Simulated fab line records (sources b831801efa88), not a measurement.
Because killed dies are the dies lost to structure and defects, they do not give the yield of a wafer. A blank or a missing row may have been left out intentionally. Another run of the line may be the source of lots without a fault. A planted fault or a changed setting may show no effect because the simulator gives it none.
fab line records | flow gf180mcu | part 1 of 2: steps 1 to 24 of 36
record lots=5 | wafers=15 | last_day=34
route steps=602 shown V4@491 MIM@503 M5@526
lots that met no fault: from a run of the same line without faults
start_h: start of the lot's first displayed wafer, in hours after the record's first day | wait_h: hours since the lot's step before | " repeats the value in the row above | L1.1+2: several wafers, shown together as one row | - either no value or no given start | * or withheld: withheld | < > ~ a bound
route shown NAME@n: NAME is a module with steps in the file, n the number in the route of the first one | usual: the fault-free wafers' mean and standard deviation | same: alike in all rows | chamber/n: place in a boat | sites: readings site by site | _std_site: how widely they spread, as a standard deviation | _edge_site: the outer-site mean with the inner-site mean subtracted | radius_mm: for every site, how far away it sits from the centre of the wafer | mask NAME#n: copy n | behind: tool/chamber where the wafer was last shaped | hold: why the lot went on hold/how many hours it stayed there/how the hold came to an end | device: names the non-switching transistor (n, p or np) | end of line: the same wafers' tests at the end of the route | step lacking rows: just its recipe | killed: dies lost to structure and defects at the first sort, not the wafer's yield | map: a wafer's dies, x killed, . not, _ none there
set.NAME: the setting that was run; set.NAME@STEP: the one run at that earlier step | model.NAME: the simulator's own value behind a step, which no gauge read
lots at selected steps of the route; one table per step, one row per wafer
services: from which hour (start_h, from the record's first day; less than 0 if before it) a tool's chamber was out of use, for how many hours, and why
## steps
# step GF_V4_OVL_MEAS_15
# usual V4_OVL=0/5.2
lot.wafer | tool       | chamber | start_h | wait_h | V4_OVL[nm]
L078.1    | overlay-01 | -       | 604.35  | 0.1    | 2
L078.4    | "          | -       | "       | "      | 3
L078.5    | "          | -       | "       | "      | -3
L080.2    | overlay-01 | -       | 621.50  | 0.1    | -5
L080.4    | "          | -       | "       | "      | 0
L080.6    | "          | -       | "       | "      | -4
L082.2    | overlay-02 | -       | 632.12  | 0.1    | 3
L082.3    | "          | -       | "       | "      | -1
L082.5    | "          | -       | "       | "      | -1
L088.1    | overlay-01 | -       | 672.51  | 0.1    | 1
L088.2    | "          | -       | "       | "      | -1
L088.6    | "          | -       | "       | "      | -12
L095.1    | overlay-02 | -       | 716.56  | 0.1    | -1
L095.3    | "          | -       | "       | "      | 1
L095.4    | "          | -       | "       | "      | -2
# step GF_V4_ETCH_16
# recipe chemistry=N2/H2 | target_depth_a=withheld | overetch_a=withheld | time_s=withheld | target=BARC | ion_energy_ev=200 | source_w=500 | bias_w=100 | pressure_mtorr=30 | n2_flow_sccm=100 | h2_flow_sccm=200
# usual drypump_motor_current_A=5.6/0.5 | oes_product_au=0.855/0.0047 | rf_fwd_power_W=494.2/2.1 | throttle_valve_pct=13.224/0.0086
lot.wafer | tool        | chamber | start_h | wait_h | drypump_motor_current_A | oes_product_au | rf_fwd_power_W | throttle_valve_pct
L078.1    | rie_diel-02 | 2       | 604.38  | 0.0    | 5.4                     | 0.857          | 496.8          | 13.243
L078.4    | "           | 1       | "       | "      | 6.0                     | 0.863          | 492.6          | 13.226
L078.5    | "           | 2       | "       | "      | 5.4                     | 0.855          | 496.0          | 13.212
L080.2    | rie_diel-01 | 3       | 621.53  | 0.0    | 4.7                     | 0.858          | 493.3          | 13.228
L080.4    | "           | 1       | "       | "      | 6.3                     | 0.850          | 494.3          | 13.217
L080.6    | "           | 2       | "       | "      | 5.6                     | 0.850          | 494.1          | 13.228
L082.2    | rie_diel-03 | 3       | 632.15  | 0.0    | 5.0                     | 0.855          | 494.3          | 13.220
L082.3    | "           | 0       | "       | "      | 5.0                     | 0.849          | 495.7          | 13.205
L082.5    | "           | 0       | "       | "      | 5.0                     | 0.858          | 495.1          | 13.225
L088.1    | rie_diel-01 | 2       | 672.55  | 0.0    | 5.7                     | 0.852          | 491.7          | 13.225
L088.2    | "           | 1       | "       | "      | 6.3                     | 0.859          | 493.3          | 13.236
L088.6    | "           | 2       | "       | "      | 5.7                     | 0.859          | 493.7          | 13.219
L095.1    | rie_diel-01 | 0       | 716.60  | 0.0    | 6.0                     | 0.853          | 492.9          | 13.212
L095.3    | "           | 3       | "       | "      | 4.7                     | 0.856          | 489.3          | 13.225
L095.4    | "           | 2       | "       | "      | 5.7                     | 0.856          | 494.0          | 13.228
# step GF_V4_ETCH_17
# recipe chemistry=C4F8/O2/Ar | mask_material=KrF | target=SiO2 | stop_on=TiN | source_w=1500 | bias_w=1200 | pressure_mtorr=40 | c4f8_flow_sccm=withheld | O2_flow_sccm=6 | Ar_flow_sccm=300 | time_s=withheld | target_depth_a=6300
# usual oes_product_au=0.856/0.0045 | rf_fwd_power_W=1492/5.1
lot.wafer | tool        | chamber | start_h | wait_h | oes_product_au | rf_fwd_power_W
L078.1    | rie_diel-02 | 2       | -       | -      | 0.853          | 1498
L078.4    | "           | 1       | "       | "      | 0.856          | 1488
L078.5    | "           | 2       | "       | "      | 0.845          | 1504
L080.2    | rie_diel-01 | 3       | -       | -      | 0.858          | 1500
L080.4    | "           | 1       | "       | "      | 0.859          | 1488
L080.6    | "           | 2       | "       | "      | 0.860          | 1490
L082.2    | rie_diel-03 | 3       | -       | -      | 0.851          | 1501
L082.3    | "           | 0       | "       | "      | 0.858          | 1487
L082.5    | "           | 0       | "       | "      | 0.854          | 1488
L088.1    | rie_diel-01 | 2       | -       | -      | 0.863          | 1491
L088.2    | "           | 1       | "       | "      | 0.853          | 1498
L088.6    | "           | 2       | "       | "      | 0.854          | 1495
L095.1    | rie_diel-01 | 0       | -       | -      | 0.852          | 1481
L095.3    | "           | 3       | "       | "      | 0.857          | 1484
L095.4    | "           | 2       | "       | "      | 0.856          | 1484
# step GF_V4_STRIP_18
# recipe chemistry=O2/N2 | power_w=1400 | pressure_mtorr=1500 | platen_temp_c=250 | o2_flow_sccm=3000 | n2_flow_sccm=300 | overash_fraction=0.5
# usual drypump_motor_current_A=6.0/0.43 | heater_power_w=321/30 | oes_product_au=0.593/0.0048
lot.wafer | tool            | chamber | start_h | wait_h | drypump_motor_current_A | heater_power_w | oes_product_au | rf_hours_counter_h
L078.1    | plasma_asher-03 | 0       | 604.51  | -      | 6.0                     | 323            | 0.596          | 81
L078.4    | "               | 1       | "       | "      | 5.9                     | 292            | 0.595          | -
L078.5    | "               | 1       | "       | "      | 5.9                     | 293            | 0.588          | -
L080.2    | plasma_asher-01 | 1       | 621.66  | -      | 5.7                     | 282            | 0.587          | 54
L080.4    | "               | 1       | "       | "      | 5.6                     | 285            | 0.599          | -
L080.6    | "               | 1       | "       | "      | 5.7                     | 289            | 0.599          | -
L082.2    | plasma_asher-01 | 1       | 632.28  | -      | 5.7                     | 290            | 0.587          | 55
L082.3    | "               | 1       | "       | "      | 5.7                     | 291            | 0.602          | -
L082.5    | "               | 1       | "       | "      | 5.7                     | 283            | 0.598          | -
L088.1    | plasma_asher-03 | 0       | 672.67  | -      | 6.0                     | 312            | 0.592          | 86
L088.2    | "               | 1       | "       | "      | 5.8                     | 291            | 0.596          | 86
L088.6    | "               | 0       | "       | "      | 6.0                     | 316            | 0.596          | -
L095.1    | plasma_asher-03 | 1       | 716.72  | -      | 5.9                     | 286            | 0.599          | 91
L095.3    | "               | 1       | "       | "      | 5.9                     | 291            | 0.595          | -
L095.4    | "               | 0       | "       | "      | 6.0                     | 309            | 0.591          | -
# step GF_V4_STRIP_19
# recipe chemistry=post_etch_residue_remover | time_s=1200 | temp_c=72.5
# same time_s=1200
lot.wafer  | tool         | chamber | start_h | wait_h
L078.1+4+5 | wet_bench-03 | 0       | 604.61  | 0.1
L080.2+4+6 | wet_bench-03 | 2       | 621.76  | 0.1
L082.2+3+5 | wet_bench-01 | 2       | 632.38  | 0.1
L088.1+2+6 | wet_bench-02 | 0       | 672.77  | 0.1
L095.1+3+4 | wet_bench-03 | 2       | 716.82  | 0.1
# step GF_V4_CLEAN_20
# recipe chemistry=DIW | dry=n2_spin
lot.wafer  | tool         | chamber | start_h | wait_h
L078.1+4+5 | wet_bench-02 | 0       | 604.98  | 0.0
L080.2+4+6 | wet_bench-01 | 1       | 622.10  | 0.0
L082.2+3+5 | wet_bench-02 | 1       | 632.72  | 0.0
L088.1+2+6 | wet_bench-03 | 1       | 673.15  | 0.0
L095.1+3+4 | wet_bench-01 | 2       | 717.17  | 0.0
# step GF_V4_SPUTTER_21
# recipe material=Ti | target_thk_nm=15 | chamber_pressure_pa=5 | power_w=2500 | substrate_temp_c=200 | time_s=80.02
# usual throttle_valve_pct=30.5/0.92
# same time_s=80.02
lot.wafer | tool           | chamber | start_h | wait_h | throttle_valve_pct
L078.1    | pvd_sputter-02 | -       | 605.08  | 0.0    | 30.4
L078.4    | "              | -       | "       | "      | 30.0
L078.5    | "              | -       | "       | "      | 30.6
L080.2    | pvd_sputter-02 | -       | 622.19  | 0.0    | 29.8
L080.4    | "              | -       | "       | "      | 31.9
L080.6    | "              | -       | "       | "      | 30.0
L082.2    | pvd_sputter-04 | -       | 632.81  | 0.0    | 31.3
L082.3    | "              | -       | "       | "      | 30.3
L082.5    | "              | -       | "       | "      | 32.2
L088.1    | pvd_sputter-02 | -       | 673.24  | 0.0    | 30.4
L088.2    | "              | -       | "       | "      | 30.8
L088.6    | "              | -       | "       | "      | 30.4
L095.1    | pvd_sputter-01 | -       | 717.26  | 0.0    | 31.3
L095.3    | "              | -       | "       | "      | 29.7
L095.4    | "              | -       | "       | "      | 29.8
# step GF_V4_SPUTTER_22
# recipe material=TiN | target_thk_nm=10 | chamber_pressure_pa=5 | power_w=4000 | time_s=40
# usual throttle_valve_pct=30.6/0.92
# same time_s=40
lot.wafer | tool           | chamber | start_h | wait_h | throttle_valve_pct
L078.1    | pvd_sputter-02 | -       | 605.14  | 0.0    | 30.5
L078.4    | "              | -       | "       | "      | 29.9
L078.5    | "              | -       | "       | "      | 30.8
L080.2    | pvd_sputter-02 | -       | 622.26  | 0.0    | 30.0
L080.4    | "              | -       | "       | "      | 31.7
L080.6    | "              | -       | "       | "      | 29.7
L082.2    | pvd_sputter-04 | -       | 632.87  | 0.0    | 31.3
L082.3    | "              | -       | "       | "      | 30.4
L082.5    | "              | -       | "       | "      | 32.1
L088.1    | pvd_sputter-02 | -       | 673.30  | 0.0    | 30.6
L088.2    | "              | -       | "       | "      | 30.9
L088.6    | "              | -       | "       | "      | 30.8
L095.1    | pvd_sputter-01 | -       | 717.32  | 0.0    | 31.3
L095.3    | "              | -       | "       | "      | 30.1
L095.4    | "              | -       | "       | "      | 29.5
# step GF_V4_CVD_23
# recipe material=W | target_thk_nm=350 | time_s=104.9 | temp_c=400 | pressure_torr=40
# usual heater_power_outer_w=618/81 | heater_power_w=924/59
# same time_s=104.9
lot.wafer | tool     | chamber | start_h | wait_h | heater_power_outer_w | heater_power_w | since_wet_clean_h
L078.1    | cvd_w-02 | 1       | 605.18  | 0.0    | 528                  | 884            | 201
L078.4    | "        | 0       | "       | "      | 714                  | 987            | -
L078.5    | "        | 1       | "       | "      | 529                  | 881            | -
L080.2    | cvd_w-01 | 1       | 622.29  | 0.0    | 668                  | 990            | 718
L080.4    | "        | 1       | "       | "      | 673                  | 978            | -
L080.6    | "        | 0       | "       | "      | 558                  | 842            | -
L082.2    | cvd_w-01 | 0       | 632.91  | 0.0    | 539                  | 860            | 729
L082.3    | "        | 0       | "       | "      | 556                  | 861            | -
L082.5    | "        | 1       | "       | "      | 677                  | 987            | -
L088.1    | cvd_w-01 | 1       | 673.34  | 0.0    | 680                  | 995            | 769
L088.2    | "        | 0       | "       | "      | 562                  | 837            | 769
L088.6    | "        | 0       | "       | "      | 561                  | 851            | -
L095.1    | cvd_w-02 | 0       | 717.36  | 0.0    | 719                  | 969            | 313
L095.3    | "        | 1       | "       | "      | 550                  | 881            | -
L095.4    | "        | 0       | "       | "      | 742                  | 988            | -
# step GF_V4_RS_MEAS_24
# recipe thk_meas_gauge=four-point-probe | reads=W_of_V4_CVD_23+TiN_of_V4_SPUTTER_22+Ti_of_V4_SPUTTER_21
# usual V4_W_RS=0.328/0.0034
lot.wafer | tool          | chamber | start_h | wait_h | V4_W_RS[ohm/sq]
L078.1    | film_metro-01 | -       | 605.29  | 0.1    | 0.324
L078.4    | "             | -       | "       | "      | 0.326
L078.5    | "             | -       | "       | "      | 0.323
L080.2    | film_metro-03 | -       | 622.43  | 0.1    | 0.327
L080.4    | "             | -       | "       | "      | 0.329
L080.6    | "             | -       | "       | "      | 0.322
L082.2    | film_metro-02 | -       | 633.04  | 0.1    | 0.324
L082.3    | "             | -       | "       | "      | 0.328
L082.5    | "             | -       | "       | "      | 0.329
L088.1    | film_metro-02 | -       | 673.45  | 0.1    | 0.334
L088.2    | "             | -       | "       | "      | 0.334
L088.6    | "             | -       | "       | "      | 0.332
L095.1    | film_metro-01 | -       | 717.47  | 0.1    | 0.334
L095.3    | "             | -       | "       | "      | 0.330
L095.4    | "             | -       | "       | "      | 0.336
# step GF_V4_THK_MEAS_25
# recipe thk_meas_gauge=xrf | reads=W_of_V4_CVD_23
# usual V4_W_THK=345/5.4
lot.wafer | tool          | chamber | start_h | wait_h | V4_W_THK[nm]
L078.1    | film_metro-01 | -       | 605.41  | 0.1    | 352
L078.4    | "             | -       | "       | "      | 349
L078.5    | "             | -       | "       | "      | 355
L080.2    | film_metro-03 | -       | 622.54  | 0.1    | 347
L080.4    | "             | -       | "       | "      | 344
L080.6    | "             | -       | "       | "      | 351
L082.2    | film_metro-02 | -       | 633.15  | 0.1    | 343
L082.3    | "             | -       | "       | "      | 340
L082.5    | "             | -       | "       | "      | 340
L088.1    | film_metro-02 | -       | 673.57  | 0.1    | 337
L088.2    | "             | -       | "       | "      | 336
L088.6    | "             | -       | "       | "      | 338
L095.1    | film_metro-01 | -       | 717.59  | 0.1    | 342
L095.3    | "             | -       | "       | "      | 347
L095.4    | "             | -       | "       | "      | 338
# step GF_V4_CMP_26
# recipe stop_on=SiO2 | down_force_psi=3.5 | platen_rpm=60 | t_overpolish_s=15 | target_thk_nm=0 | pad_velocity_m_s=0.94248
# usual motor_current_A=11.0/1.1 | overpolish_run_s=15.001/0.009 | slurry_flow_ml_min=150.0/0.52 | time_to_endpoint_s=84/4.8
lot.wafer | tool   | chamber | start_h | wait_h | motor_current_A | overpolish_run_s | slurry_flow_ml_min | time_to_endpoint_s
L078.4    | cmp-02 | 3       | 605.47  | 0.0    | 11.7            | 15.007           | 149.8              | 78
L078.1    | "      | 2       | "       | "      | 12.5            | 15.002           | 150.3              | 87
L078.5    | "      | 0       | "       | "      | 11.1            | 14.992           | 150.1              | 82
L080.4    | cmp-01 | 2       | 622.59  | 0.0    | 11.4            | 14.993           | 149.6              | 88
L080.2    | "      | 1       | "       | "      | 10.4            | 15.013           | 150.9              | 88
L080.6    | "      | 2       | "       | "      | 11.3            | 15.000           | 150.0              | 92
L082.2    | cmp-02 | 1       | 633.20  | 0.0    | 12.5            | 15.023           | 149.7              | 92
L082.3    | "      | 2       | "       | "      | 11.9            | 15.012           | 149.6              | 91
L082.5    | "      | 1       | "       | "      | 12.0            | 15.015           | 149.8              | 92
L088.2    | cmp-02 | 3       | 673.68  | 0.1    | 11.1            | 14.992           | 149.8              | 80
L088.1    | "      | 1       | "       | "      | 12.6            | 14.986           | 148.7              | 83
L088.6    | "      | 3       | "       | "      | 10.8            | 15.011           | 149.5              | 83
L095.1    | cmp-01 | 1       | 717.65  | 0.1    | 10.0            | 15.005           | 150.4              | 86
L095.3    | "      | 2       | "       | "      | 11.3            | 14.992           | 150.1              | 87
L095.4    | "      | 0       | "       | "      | 9.3             | 14.987           | 150.4              | 77
# step GF_MIM_SPUTTER_00
# recipe material=Ti | target_thk_nm=37.5 | arriving_ion_energy_ev=80 | substrate_temp_c=200 | chamber_pressure_pa=2 | power_w=4000 | time_s=150
# usual throttle_valve_pct=30.7/0.81
# same time_s=150
lot.wafer | tool           | chamber | start_h | wait_h | throttle_valve_pct
L078.1    | pvd_sputter-04 | -       | 605.77  | 0.1    | 30.7
L078.4    | "              | -       | "       | "      | 30.4
L078.5    | "              | -       | "       | "      | 29.4
L080.2    | pvd_sputter-04 | -       | 622.89  | 0.1    | 30.9
L080.4    | "              | -       | "       | "      | 29.8
L080.6    | "              | -       | "       | "      | 30.6
L082.2    | pvd_sputter-02 | -       | 633.50  | 0.2    | 32.0
L082.3    | "              | -       | "       | "      | 30.4
L082.5    | "              | -       | "       | "      | 31.6
L088.1    | pvd_sputter-02 | -       | 673.93  | 0.1    | 30.5
L088.2    | "              | -       | "       | "      | 30.3
L088.6    | "              | -       | "       | "      | 29.9
L095.1    | pvd_sputter-04 | -       | 717.95  | 0.2    | 30.7
L095.3    | "              | -       | "       | "      | 29.2
L095.4    | "              | -       | "       | "      | 29.7
# step GF_MIM_SPUTTER_01
# recipe material=TiN | target_thk_nm=30 | power_w=6500 | time_s=25 | chamber_pressure_pa=0.4
# usual throttle_valve_pct=30.7/0.8
# same time_s=25
lot.wafer | tool           | chamber | start_h | wait_h | throttle_valve_pct
L078.1    | pvd_sputter-04 | -       | 605.87  | 0.1    | 31.1
L078.4    | "              | -       | "       | "      | 30.5
L078.5    | "              | -       | "       | "      | 29.7
L080.2    | pvd_sputter-04 | -       | 622.99  | 0.1    | 31.1
L080.4    | "              | -       | "       | "      | 29.4
L080.6    | "              | -       | "       | "      | 30.2
L082.2    | pvd_sputter-02 | -       | 633.60  | 0.1    | 32.0
L082.3    | "              | -       | "       | "      | 30.5
L082.5    | "              | -       | "       | "      | 31.9
L088.1    | pvd_sputter-02 | -       | 674.03  | 0.1    | 30.8
L088.2    | "              | -       | "       | "      | 30.3
L088.6    | "              | -       | "       | "      | 29.7
L095.1    | pvd_sputter-04 | -       | 718.05  | 0.1    | 31.3
L095.3    | "              | -       | "       | "      | 29.3
L095.4    | "              | -       | "       | "      | 29.8
# step GF_MIM_SPUTTER_02
# recipe material=AlCu | target_thk_nm=450 | power_w=10600 | time_s=23.9 | chamber_pressure_pa=0.4
# usual throttle_valve_pct=30.7/0.82
# same time_s=23.9
lot.wafer | tool           | chamber | start_h | wait_h | throttle_valve_pct
L078.1    | pvd_sputter-04 | -       | 605.90  | 0.0    | 31.1
L078.4    | "              | -       | "       | "      | 30.5
L078.5    | "              | -       | "       | "      | 29.6
L080.2    | pvd_sputter-04 | -       | 623.02  | 0.0    | 31.0
L080.4    | "              | -       | "       | "      | 29.6
L080.6    | "              | -       | "       | "      | 30.3
L082.2    | pvd_sputter-02 | -       | 633.63  | 0.0    | 32.0
L082.3    | "              | -       | "       | "      | 30.1
L082.5    | "              | -       | "       | "      | 32.1
L088.1    | pvd_sputter-02 | -       | 674.06  | 0.0    | 30.7
L088.2    | "              | -       | "       | "      | 30.4
L088.6    | "              | -       | "       | "      | 29.9
L095.1    | pvd_sputter-04 | -       | 718.08  | 0.0    | 31.0
L095.3    | "              | -       | "       | "      | 29.7
L095.4    | "              | -       | "       | "      | 29.6
# step GF_MIM_SPUTTER_03
# recipe material=Ti | target_thk_nm=10 | substrate_temp_c=300 | chamber_pressure_pa=0.3 | power_w=3000 | time_s=6.7
# usual throttle_valve_pct=30.7/0.83
# same time_s=6.7
lot.wafer | tool           | chamber | start_h | wait_h | throttle_valve_pct
L078.1    | pvd_sputter-04 | -       | 605.93  | 0.0    | 30.8
L078.4    | "              | -       | "       | "      | 30.5
L078.5    | "              | -       | "       | "      | 29.7
L080.2    | pvd_sputter-04 | -       | 623.05  | 0.0    | 31.0
L080.4    | "              | -       | "       | "      | 29.7
L080.6    | "              | -       | "       | "      | 30.5
L082.2    | pvd_sputter-02 | -       | 633.66  | 0.0    | 31.8
L082.3    | "              | -       | "       | "      | 30.4
L082.5    | "              | -       | "       | "      | 32.2
L088.1    | pvd_sputter-02 | -       | 674.09  | 0.0    | 30.8
L088.2    | "              | -       | "       | "      | 30.3
L088.6    | "              | -       | "       | "      | 30.0
L095.1    | pvd_sputter-04 | -       | 718.11  | 0.0    | 31.3
L095.3    | "              | -       | "       | "      | 29.5
L095.4    | "              | -       | "       | "      | 29.9
# step GF_MIM_SPUTTER_04
# recipe material=TiN | target_thk_nm=50 | power_w=6500 | time_s=41.7 | chamber_pressure_pa=0.4
# usual throttle_valve_pct=30.7/0.81
# same time_s=41.7
lot.wafer | tool           | chamber | start_h | wait_h | throttle_valve_pct
L078.1    | pvd_sputter-04 | -       | 605.95  | 0.0    | 31.1
L078.4    | "              | -       | "       | "      | 30.2
L078.5    | "              | -       | "       | "      | 29.5
L080.2    | pvd_sputter-04 | -       | 623.07  | 0.0    | 31.1
L080.4    | "              | -       | "       | "      | 29.7
L080.6    | "              | -       | "       | "      | 30.3
L082.2    | pvd_sputter-02 | -       | 633.68  | 0.0    | 31.7
L082.3    | "              | -       | "       | "      | 30.1
L082.5    | "              | -       | "       | "      | 31.9
L088.1    | pvd_sputter-02 | -       | 674.11  | 0.0    | 30.6
L088.2    | "              | -       | "       | "      | 30.4
L088.6    | "              | -       | "       | "      | 30.0
L095.1    | pvd_sputter-04 | -       | 718.13  | 0.0    | 30.9
L095.3    | "              | -       | "       | "      | 29.4
L095.4    | "              | -       | "       | "      | 29.6
# step GF_MIM_CVD_05
# recipe material=Si3N4 | target_thk_nm=42 | temp_max_c=400 | temp_c=385 | time_s=29.086 | rf_w=450
# usual heater_power_outer_w=392/55 | heater_power_w=673/65 | rf_fwd_power_W=444.4/2.5
# same time_s=29.086
lot.wafer | tool     | chamber | start_h | wait_h | heater_power_outer_w | heater_power_w | rf_fwd_power_W | since_wet_clean_h
L078.1    | pecvd-04 | 2       | 605.99  | 0.0    | 481                  | 758            | 445.1          | 223
L078.4    | "        | 0       | "       | "      | 353                  | 621            | 446.1          | -
L078.5    | "        | 2       | "       | "      | 490                  | 746            | 443.1          | -
L080.2    | pecvd-04 | 0       | 623.11  | 0.0    | 342                  | 604            | 445.9          | 240
L080.4    | "        | 1       | "       | "      | 393                  | 711            | 444.0          | -
L080.6    | "        | 0       | "       | "      | 349                  | 610            | 446.7          | -
L082.2    | pecvd-03 | 2       | 633.72  | 0.0    | 444                  | 720            | 440.8          | 667
L082.3    | "        | 0       | "       | "      | 325                  | 596            | 447.7          | 667
L082.5    | "        | 1       | "       | "      | 341                  | 611            | 441.8          | -
L088.1    | pecvd-03 | 0       | 674.15  | 0.0    | 329                  | 594            | 448.4          | 708
L088.2    | "        | 2       | "       | "      | 454                  | 702            | 443.7          | 708
L088.6    | "        | 2       | "       | "      | 452                  | 700            | 444.2          | -
L095.1    | pecvd-02 | 2       | 718.17  | 0.0    | 424                  | 733            | 448.3          | 544
L095.3    | "        | 0       | "       | "      | 478                  | 811            | 443.5          | 544
L095.4    | "        | 1       | "       | "      | 439                  | 750            | 446.8          | -
# step GF_MIM_THK_MEAS_06
# recipe reads=Si3N4_of_MIM_CVD_05
# usual MIM_CVD_05_THK=41.9/0.69
lot.wafer | tool          | chamber | start_h | wait_h | MIM_CVD_05_THK[nm]
L078.1    | film_metro-01 | -       | 606.02  | 0.0    | 41.9
L078.4    | "             | -       | "       | "      | 41.8
L078.5    | "             | -       | "       | "      | 42.9
L080.2    | film_metro-01 | -       | 623.15  | 0.0    | 41.2
L080.4    | "             | -       | "       | "      | 41.8
L080.6    | "             | -       | "       | "      | 42.0
L082.2    | film_metro-01 | -       | 633.76  | 0.0    | 42.1
L082.3    | "             | -       | "       | "      | 40.9
L082.5    | "             | -       | "       | "      | 41.9
L088.1    | film_metro-03 | -       | 674.19  | 0.0    | 40.2
L088.2    | "             | -       | "       | "      | 41.4
L088.6    | "             | -       | "       | "      | 42.4
L095.1    | film_metro-03 | -       | 718.20  | 0.0    | 41.4
L095.3    | "             | -       | "       | "      | 41.8
L095.4    | "             | -       | "       | "      | 41.8
# step GF_MIM_SPUTTER_07
# recipe material=TiN | target_thk_nm=60 | power_w=6500 | time_s=50 | chamber_pressure_pa=0.4
# usual throttle_valve_pct=30.6/0.8
# same time_s=50
lot.wafer | tool           | chamber | start_h | wait_h | throttle_valve_pct
L078.1    | pvd_sputter-02 | -       | 606.08  | 0.1    | 30.8
L078.4    | "              | -       | "       | "      | 30.4
L078.5    | "              | -       | "       | "      | 29.9
L080.2    | pvd_sputter-03 | -       | 623.20  | 0.0    | 30.0
L080.4    | "              | -       | "       | "      | 30.3
L080.6    | "              | -       | "       | "      | 30.2
L082.2    | pvd_sputter-03 | -       | 633.81  | 0.0    | 31.8
L082.3    | "              | -       | "       | "      | 30.6
L082.5    | "              | -       | "       | "      | 29.8
L088.1    | pvd_sputter-04 | -       | 674.25  | 0.1    | 32.1
L088.2    | "              | -       | "       | "      | 29.7
L088.6    | "              | -       | "       | "      | 30.4
L095.1    | pvd_sputter-03 | -       | 718.26  | 0.1    | 29.9
L095.3    | "              | -       | "       | "      | 30.3
L095.4    | "              | -       | "       | "      | 31.6
# step GF_MIM_SPUTTER_08
# recipe material=AlCu | target_thk_nm=200 | power_w=10600 | time_s=10.6 | chamber_pressure_pa=0.4
# usual throttle_valve_pct=30.7/0.83
# same time_s=10.6
lot.wafer | tool           | chamber | start_h | wait_h | throttle_valve_pct
L078.1    | pvd_sputter-02 | -       | 606.13  | 0.0    | 31.1
L078.4    | "              | -       | "       | "      | 30.5
L078.5    | "              | -       | "       | "      | 29.9
L080.2    | pvd_sputter-03 | -       | 623.25  | 0.0    | 30.2
L080.4    | "              | -       | "       | "      | 30.3
L080.6    | "              | -       | "       | "      | 30.1
L082.2    | pvd_sputter-03 | -       | 633.86  | 0.0    | 31.9
L082.3    | "              | -       | "       | "      | 30.2
L082.5    | "              | -       | "       | "      | 30.2
L088.1    | pvd_sputter-04 | -       | 674.29  | 0.0    | 32.1
L088.2    | "              | -       | "       | "      | 29.6
L088.6    | "              | -       | "       | "      | 30.2
L095.1    | pvd_sputter-03 | -       | 718.31  | 0.0    | 30.1
L095.3    | "              | -       | "       | "      | 30.3
L095.4    | "              | -       | "       | "      | 31.7
# step GF_MIM_SPUTTER_09
# recipe material=TiN | target_thk_nm=35 | power_w=6500 | time_s=29.2 | chamber_pressure_pa=0.4
# usual throttle_valve_pct=30.6/0.75
# same time_s=29.2
lot.wafer | tool           | chamber | start_h | wait_h | throttle_valve_pct
L078.1    | pvd_sputter-02 | -       | 606.15  | 0.0    | 30.5
L078.4    | "              | -       | "       | "      | 30.3
L078.5    | "              | -       | "       | "      | 30.2
L080.2    | pvd_sputter-03 | -       | 623.27  | 0.0    | 30.1
L080.4    | "              | -       | "       | "      | 30.4
L080.6    | "              | -       | "       | "      | 30.3
L082.2    | pvd_sputter-03 | -       | 633.88  | 0.0    | 31.6
L082.3    | "              | -       | "       | "      | 30.4
L082.5    | "              | -       | "       | "      | 30.2
L088.1    | pvd_sputter-04 | -       | 674.31  | 0.0    | 32.2
L088.2    | "              | -       | "       | "      | 29.5
L088.6    | "              | -       | "       | "      | 30.5
L095.1    | pvd_sputter-03 | -       | 718.33  | 0.0    | 30.0
L095.3    | "              | -       | "       | "      | 30.6
L095.4    | "              | -       | "       | "      | 31.7
# step GF_MIM_RS_MEAS_10
# recipe thk_meas_gauge=four-point-probe | reads=TiN_of_MIM_SPUTTER_09+AlCu_of_MIM_SPUTTER_08+TiN_of_MIM_SPUTTER_07
# usual MIM_ALCU_RS=0.1597/0.0018
lot.wafer | tool          | chamber | start_h | wait_h | MIM_ALCU_RS[ohm/sq]
L078.1    | film_metro-03 | -       | 606.18  | 0.0    | 0.1606
L078.4    | "             | -       | "       | "      | 0.1610
L078.5    | "             | -       | "       | "      | 0.1599
L080.2    | film_metro-04 | -       | 623.32  | 0.0    | 0.1632
L080.4    | "             | -       | "       | "      | 0.1636
L080.6    | "             | -       | "       | "      | 0.1617
L082.2    | film_metro-04 | -       | 633.93  | 0.0    | 0.1590
L082.3    | "             | -       | "       | "      | 0.1588
L082.5    | "             | -       | "       | "      | 0.1586
L088.1    | film_metro-01 | -       | 674.35  | 0.0    | 0.1560
L088.2    | "             | -       | "       | "      | 0.1603
L088.6    | "             | -       | "       | "      | 0.1589
L095.1    | film_metro-04 | -       | 718.36  | 0.0    | 0.1616
L095.3    | "             | -       | "       | "      | 0.1597
L095.4    | "             | -       | "       | "      | 0.1625
# step GF_MIM_THK_MEAS_11
# recipe thk_meas_gauge=xrf | reads=AlCu_of_MIM_SPUTTER_08
# usual MIM_ALCU_THK=199.2/2.2
lot.wafer | tool          | chamber | start_h | wait_h | MIM_ALCU_THK[nm]
L078.1    | film_metro-03 | -       | 606.30  | 0.1    | 198.0
L078.4    | "             | -       | "       | "      | 199.0
L078.5    | "             | -       | "       | "      | 199.7
L080.2    | film_metro-04 | -       | 623.43  | 0.1    | 196.5
L080.4    | "             | -       | "       | "      | 195.1
L080.6    | "             | -       | "       | "      | 197.4
L082.2    | film_metro-04 | -       | 634.04  | 0.1    | 199.4
L082.3    | "             | -       | "       | "      | 198.9
L082.5    | "             | -       | "       | "      | 200.9
L088.1    | film_metro-01 | -       | 674.47  | 0.1    | 205.3
L088.2    | "             | -       | "       | "      | 197.0
L088.6    | "             | -       | "       | "      | 200.7
L095.1    | film_metro-04 | -       | 718.48  | 0.1    | 195.5
L095.3    | "             | -       | "       | "      | 198.2
L095.4    | "             | -       | "       | "      | 193.4
